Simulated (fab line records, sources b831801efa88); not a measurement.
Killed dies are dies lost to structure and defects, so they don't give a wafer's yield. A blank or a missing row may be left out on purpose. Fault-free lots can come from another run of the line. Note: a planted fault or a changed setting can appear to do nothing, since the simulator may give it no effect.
fab line records | flow gf180mcu
[record] lots = 14 | wafers = 42 | last-day = 34
route steps=602 shown STI@30 VT_IMPLANT@111 DUAL_GATE@154
lots with no fault: from the same line, run without faults
start-h: hours from the record's first day to the start of the lot's first wafer shown | wait-h: hours since the lot's step before | " as in the row above | L1.1+2: a row that stands for several wafers | - either no value or no given start | * or withheld: withheld | < > ~ a bound
route shown NAME@n: names a module that has steps shown in the file, with the first one's number in the route | usual: the fault-free wafers' mean and standard deviation | same: alike in all rows | chamber/n: place in a boat | sites: per-site readings | _std_site: how widely they spread, as a standard deviation | _edge_site: outer sites' mean less inner sites' | radius-mm: how far each site lies from the wafer's centre | mask NAME#n: copy n | behind: tool/chamber where the wafer was last shaped | hold: what put the lot on hold/how long, in hours/how the hold closed | device: whichever transistor did not switch (one of n, p or np) | end of line: the route-end tests of the same wafers | for a step that has no rows: nothing shown but its recipe | killed: count of dies lost to structure and defects at first sort (not the wafer's yield) | map: per-die view of a wafer (x killed, . not killed, _ where there is no die)
set.NAME: the setting the step ran with; set.NAME@STEP: the setting that earlier step ran with | model.NAME: the simulator's own value behind a step, which no gauge read
the route's steps for a sample of lots (tables are steps, rows are wafers)
services: a tool's chamber out of use, with start hour (start-h, from the record's first day; less than 0 if before it), hours out, and reason
[[steps]]
[step GF_STI_OXIDATION_29]
[recipe] temp-c = 900 | ambient = O2 | stabilise-s = 600 | purge-s = 300 | target-thk-a = 100 | ox-time-s = 1418
[usual] ox-temp-c = 900.0/0.42 | ox-temp-c-max = 903.8/0.77
lot.wafer | tool       | chamber | start-h | wait-h | ox-temp-c | ox-temp-c-max
L133.1    | furnace-01 | 0       | 28.22   | 0.3    | 900.5     | 904.5
L133.5    | "          | 0       | "       | "      | 899.7     | 903.3
L133.6    | "          | 0       | "       | "      | 899.7     | 904.7
L134.1    | furnace-01 | 0       | 33.33   | 0.0    | 900.1     | 903.6
L134.3    | "          | 0       | "       | "      | 899.8     | 903.6
L134.4    | "          | 0       | "       | "      | 900.1     | 904.6
L136.2    | furnace-01 | 0       | 42.77   | 0.0    | 900.7     | 904.8
L136.4    | "          | 0       | "       | "      | 899.9     | 903.1
L136.6    | "          | 0       | "       | "      | 900.1     | 903.1
L137.1    | furnace-02 | 0       | 52.22   | 0.8    | 900.3     | 903.7
L137.2    | "          | 0       | "       | "      | 900.2     | 903.6
L137.3    | "          | 0       | "       | "      | 900.9     | 904.4
L138.1    | furnace-01 | 0       | 55.40   | 0.0    | 899.2     | 902.8
L138.2    | "          | 0       | "       | "      | 899.8     | 903.1
L138.3    | "          | 0       | "       | "      | 899.9     | 903.4
L139.1    | furnace-02 | 0       | 59.01   | 0.0    | 899.5     | 903.5
L139.2    | "          | 0       | "       | "      | 899.4     | 903.5
L139.6    | "          | 0       | "       | "      | 900.0     | 903.1
L141.3    | furnace-02 | -       | 75.21   | 2.4    | -         | -
L141.5    | "          | -       | "       | "      | -         | -
L141.6    | "          | -       | "       | "      | -         | -
L142.2    | furnace-02 | -       | 75.21   | 0.4    | -         | -
L142.4    | "          | -       | "       | "      | -         | -
L142.6    | "          | -       | "       | "      | -         | -
L150.2    | furnace-02 | 0       | 116.24  | 0.0    | 899.7     | 903.8
L150.3    | "          | 0       | "       | "      | 899.7     | 903.4
L150.5    | "          | 0       | "       | "      | 900.4     | 903.5
L151.2    | furnace-02 | 0       | 121.70  | 0.0    | 899.8     | 903.6
L151.4    | "          | 0       | "       | "      | 899.8     | 903.3
L151.5    | "          | 0       | "       | "      | 899.9     | 905.7
L153.1    | furnace-02 | 0       | 131.51  | 0.3    | 899.7     | 903.9
L153.2    | "          | 0       | "       | "      | 900.2     | 903.4
L153.3    | "          | 0       | "       | "      | 900.1     | 903.2
L154.1    | furnace-01 | 0       | 136.44  | 0.0    | 900.7     | 904.4
L154.3    | "          | 0       | "       | "      | 900.5     | 904.4
L154.5    | "          | 0       | "       | "      | 900.1     | 903.1
L155.4    | furnace-02 | 0       | 141.94  | 0.0    | 900.3     | 903.9
L155.5    | "          | 0       | "       | "      | 899.5     | 903.5
L155.6    | "          | 0       | "       | "      | 899.7     | 902.6
L156.2    | furnace-01 | 0       | 148.11  | 0.2    | 900.0     | 903.7
L156.4    | "          | 0       | "       | "      | 900.9     | 904.3
L156.6    | "          | 0       | "       | "      | 900.8     | 904.2
[step GF_VT_IMPLANT_TW_MEAS_21]
[usual] VT_IMPLANT_2_TW = 1218/11
lot.wafer | tool          | chamber | start-h | wait-h | VT_IMPLANT_2_TW
L133.1    | film-metro-02 | -       | 125.91  | 0.1    | 1231
L133.5    | "             | -       | "       | "      | 1232
L133.6    | "             | -       | "       | "      | 1237
L134.1    | film-metro-02 | -       | 129.48  | 0.1    | 1234
L134.3    | "             | -       | "       | "      | 1228
L134.4    | "             | -       | "       | "      | 1236
L136.2    | film-metro-02 | -       | 142.82  | 0.1    | 1233
L136.4    | "             | -       | "       | "      | 1243
L136.6    | "             | -       | "       | "      | 1228
L137.1    | film-metro-02 | -       | 154.51  | 0.1    | 1228
L137.2    | "             | -       | "       | "      | 1229
L137.3    | "             | -       | "       | "      | 1225
L138.1    | film-metro-04 | -       | 159.96  | 0.1    | 1209
L138.2    | "             | -       | "       | "      | 1213
L138.3    | "             | -       | "       | "      | 1212
L139.1    | film-metro-03 | -       | 162.86  | 0.1    | 1210
L139.2    | "             | -       | "       | "      | 1210
L139.6    | "             | -       | "       | "      | 1213
L150.2    | film-metro-04 | -       | 233.79  | 0.1    | 1214
L150.3    | "             | -       | "       | "      | 1220
L150.5    | "             | -       | "       | "      | 1206
L151.2    | film-metro-02 | -       | 239.99  | 0.1    | 1222
L151.4    | "             | -       | "       | "      | 1224
L151.5    | "             | -       | "       | "      | 1229
L153.1    | film-metro-04 | -       | 253.35  | 0.1    | 1210
L153.2    | "             | -       | "       | "      | 1210
L153.3    | "             | -       | "       | "      | 1221
L154.1    | film-metro-02 | -       | 257.80  | 0.1    | 1222
L154.3    | "             | -       | "       | "      | 1222
L154.5    | "             | -       | "       | "      | 1231
L155.4    | film-metro-02 | -       | 264.66  | 0.1    | 1234
L155.5    | "             | -       | "       | "      | 1229
L155.6    | "             | -       | "       | "      | 1229
L156.2    | film-metro-03 | -       | 272.97  | 0.1    | 1199
L156.4    | "             | -       | "       | "      | 1207
L156.6    | "             | -       | "       | "      | 1201
[step GF_VT_IMPLANT_OVL_MEAS_29]
[usual] VT_IMPLANT_02_OVL = -0.7/1.4
lot.wafer | tool       | chamber | start-h | wait-h | VT_IMPLANT_02_OVL[nm]
L133.1    | overlay-01 | -       | 140.47  | 0.1    | -0.8
L133.5    | "          | -       | "       | "      | -0.4
L133.6    | "          | -       | "       | "      | -0.7
L134.1    | overlay-02 | -       | 144.42  | 0.1    | -1.4
L134.3    | "          | -       | "       | "      | 0.8
L134.4    | "          | -       | "       | "      | -0.1
L136.2    | overlay-02 | -       | 158.23  | 0.1    | -0.6
L136.4    | "          | -       | "       | "      | -1.1
L136.6    | "          | -       | "       | "      | 1.6
L137.1    | overlay-02 | -       | 170.32  | 0.1    | -0.3
L137.2    | "          | -       | "       | "      | 0.3
L137.3    | "          | -       | "       | "      | -0.7
L138.1    | overlay-01 | -       | 175.80  | 0.1    | -3.1
L138.2    | "          | -       | "       | "      | -2.9
L138.3    | "          | -       | "       | "      | -2.6
L139.1    | overlay-02 | -       | 179.30  | 0.1    | -2.5
L139.2    | "          | -       | "       | "      | -0.2
L139.6    | "          | -       | "       | "      | -1.0
L150.2    | overlay-01 | -       | 252.47  | 0.1    | -0.5
L150.3    | "          | -       | "       | "      | -0.7
L150.5    | "          | -       | "       | "      | -2.0
L151.2    | overlay-01 | -       | 258.12  | 0.1    | 0.8
L151.4    | "          | -       | "       | "      | 1.5
L151.5    | "          | -       | "       | "      | 1.8
L153.1    | overlay-02 | -       | 271.22  | 0.1    | -1.9
L153.2    | "          | -       | "       | "      | -2.3
L153.3    | "          | -       | "       | "      | -2.5
L154.1    | overlay-02 | -       | 277.17  | 0.1    | 0.6
L154.3    | "          | -       | "       | "      | 1.1
L154.5    | "          | -       | "       | "      | 0.2
L155.4    | overlay-01 | -       | 283.74  | 0.1    | -2.5
L155.5    | "          | -       | "       | "      | -1.2
L155.6    | "          | -       | "       | "      | -2.2
L156.2    | overlay-01 | -       | 292.10  | 0.1    | 0.0
L156.4    | "          | -       | "       | "      | 0.4
L156.6    | "          | -       | "       | "      | -1.0
[step GF_DUAL_GATE_STRIP_13]
[recipe] chemistry = O2/N2 | power-w = 1400 | pressure-mtorr = 1500 | platen-temp-c = 250 | o2-flow-sccm = 3000 | n2-flow-sccm = 300 | overash-fraction = 0.5
[usual] drypump-motor-current-A = 5.4/0.57 | heater-power-w = 334/35 | oes-product-au = 0.716/0.0042 | strip-time-to-endpoint-s = 12.61/0.035
lot.wafer | tool            | chamber | start-h | wait-h | drypump-motor-current-A | heater-power-w | oes-product-au | rf-hours-counter-h | strip-time-to-endpoint-s
L133.1    | plasma-asher-02 | 1       | 174.57  | 0.0    | 5.5                     | 374            | 0.724          | 50                 | 12.63
L133.5    | "               | 0       | "       | "      | 6.1                     | 304            | 0.719          | -                  | 12.64
L133.6    | "               | 1       | "       | "      | 5.5                     | 389            | 0.718          | -                  | 12.63
L134.1    | plasma-asher-04 | 0       | 179.72  | 0.0    | 4.7                     | 278            | 0.717          | 37                 | 12.66
L134.3    | "               | 0       | "       | "      | 4.7                     | 284            | 0.707          | -                  | 12.63
L134.4    | "               | 1       | "       | "      | 5.2                     | 353            | 0.720          | -                  | 12.65
L136.2    | plasma-asher-04 | 1       | 197.66  | 0.0    | 5.3                     | 356            | 0.717          | 39                 | 12.59
L136.4    | "               | 0       | "       | "      | 4.7                     | 272            | 0.716          | -                  | 12.59
L136.6    | "               | 0       | "       | "      | 4.8                     | 284            | 0.718          | -                  | 12.63
L137.1    | plasma-asher-02 | 1       | 205.51  | 0.0    | 5.5                     | 387            | 0.711          | 53                 | 12.62
L137.2    | "               | 0       | "       | "      | 6.1                     | 299            | 0.719          | 53                 | 12.63
L137.3    | "               | 1       | "       | "      | 5.5                     | 381            | 0.718          | -                  | 12.62
L138.1    | plasma-asher-03 | 1       | 213.44  | 0.0    | 6.1                     | 328            | 0.721          | 8                  | 12.63
L138.2    | "               | 0       | "       | "      | 4.7                     | 340            | 0.718          | 8                  | 12.60
L138.3    | "               | 0       | "       | "      | 4.7                     | 328            | 0.716          | -                  | 12.63
L139.1    | plasma-asher-03 | 0       | 215.77  | 0.0    | 4.7                     | 339            | 0.710          | 8                  | 12.60
L139.2    | "               | 1       | "       | "      | 6.1                     | 332            | 0.712          | 8                  | 12.63
L139.6    | "               | 1       | "       | "      | 6.1                     | 335            | 0.722          | -                  | 12.60
L150.2    | plasma-asher-02 | 0       | 294.27  | 0.0    | 6.1                     | 303            | 0.712          | 63                 | 12.58
L150.3    | "               | 1       | "       | "      | 5.5                     | 387            | 0.713          | -                  | 12.59
L150.5    | "               | 0       | "       | "      | 6.1                     | 301            | 0.717          | -                  | 12.57
L151.2    | plasma-asher-02 | 1       | 299.52  | 0.0    | 5.5                     | 398            | 0.721          | 63                 | 12.56
L151.4    | "               | 1       | "       | "      | 5.5                     | 388            | 0.714          | -                  | 12.60
L151.5    | "               | 1       | "       | "      | 5.5                     | 388            | 0.718          | -                  | 12.57
L153.1    | plasma-asher-02 | 0       | 314.63  | 0.0    | 6.1                     | 297            | 0.719          | 65                 | 12.57
L153.2    | "               | 1       | "       | "      | 5.5                     | 389            | 0.724          | 65                 | 12.61
L153.3    | "               | 0       | "       | "      | 6.1                     | 298            | 0.718          | -                  | 12.61
L154.1    | plasma-asher-03 | 1       | 319.57  | 0.0    | 6.1                     | 330            | 0.721          | 19                 | 12.58
L154.3    | "               | 1       | "       | "      | 6.1                     | 326            | 0.715          | -                  | 12.60
L154.5    | "               | 0       | "       | "      | 4.7                     | 330            | 0.721          | -                  | 12.59
L155.4    | plasma-asher-03 | 0       | 327.70  | 0.0    | 4.7                     | 330            | 0.719          | -                  | 12.64
L155.5    | "               | 1       | "       | "      | 6.1                     | 328            | 0.711          | -                  | 12.63
L155.6    | "               | 0       | "       | "      | 4.7                     | 326            | 0.717          | -                  | 12.61
L156.2    | plasma-asher-04 | 0       | 337.18  | 0.0    | 4.8                     | 276            | 0.710          | 52                 | 12.66
L156.4    | "               | 1       | "       | "      | 5.3                     | 356            | 0.712          | -                  | 12.71
L156.6    | "               | 0       | "       | "      | 4.8                     | 280            | 0.712          | -                  | 12.64
[[services]]
tool            | chamber | start-h | hours | kind
plasma-asher-04 | -       | 7.37    | 6.7   | repair
furnace-01      | -       | 68.68   | 10.7  | repair
plasma-asher-02 | -       | 70.64   | 2.8   | pm
plasma-asher-03 | -       | 88.46   | 1.3   | repair
plasma-asher-04 | -       | 95.53   | 10.6  | repair
plasma-asher-03 | -       | 108.75  | 9.0   | pm
plasma-asher-03 | 0       | 108.75  | 9.0   | vent-cycle
plasma-asher-03 | 1       | 108.75  | 9.0   | vent-cycle
plasma-asher-03 | 0       | 117.75  | -     | clean
plasma-asher-03 | 1       | 117.75  | -     | clean
furnace-02      | -       | 143.66  | 2.9   | pm
plasma-asher-03 | -       | 169.62  | 14.6  | pm
furnace-01      | -       | 173.20  | 10.6  | pm
furnace-01      | -       | 183.81  | 2.3   | pm
furnace-01      | -       | 192.72  | 3.9   | pm
furnace-01      | -       | 213.10  | 2.7   | pm
plasma-asher-04 | -       | 227.94  | 4.3   | repair
furnace-02      | -       | 253.15  | 5.4   | pm
plasma-asher-04 | -       | 268.51  | 13.9  | repair
plasma-asher-03 | -       | 276.74  | 2.1   | repair
furnace-02      | -       | 311.66  | 3.3   | pm
[[key]]
[first-sign] step = GF_STI_OXIDATION_29 | reading = tool-record | direction = missing
effect none on later readings
met-at GF_STI_OXIDATION_29
struck-lots L141,L142
later-rows-left-out L141.3,L141.5,L141.6,L142.2,L142.4,L142.6
sort-left-out L141.3,L141.5,L141.6,L142.2,L142.4,L142.6
tester-left-out L141,L142
not-acting-at GF_VT_IMPLANT_TW_MEAS_21,GF_VT_IMPLANT_OVL_MEAS_29,GF_DUAL_GATE_STRIP_13
onset-between 59.01 75.21
[fault] kind = skipped-step-whole | tool = furnace-02 | chamber = - | onset-h = 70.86 | steps = GF_STI_OXIDATION_29 | scope = struck-lots-only
// tester-left-out: of these lots the tester's yield and bins aren't shown, on N5 and GAA mostly nor the transistor test; their killed dies are dies lost to structure and defects alone, not to doping, threshold or leakage, so they don't give the yield
// sort-left-out: the simulated sort isn't trusted on such a fault, so these wafers' sort isn't shown, and their yield isn't known
// later-rows-left-out: the simulator's readings of these wafers behind a module that went badly wrong aren't trusted and aren't shown, but for the sort
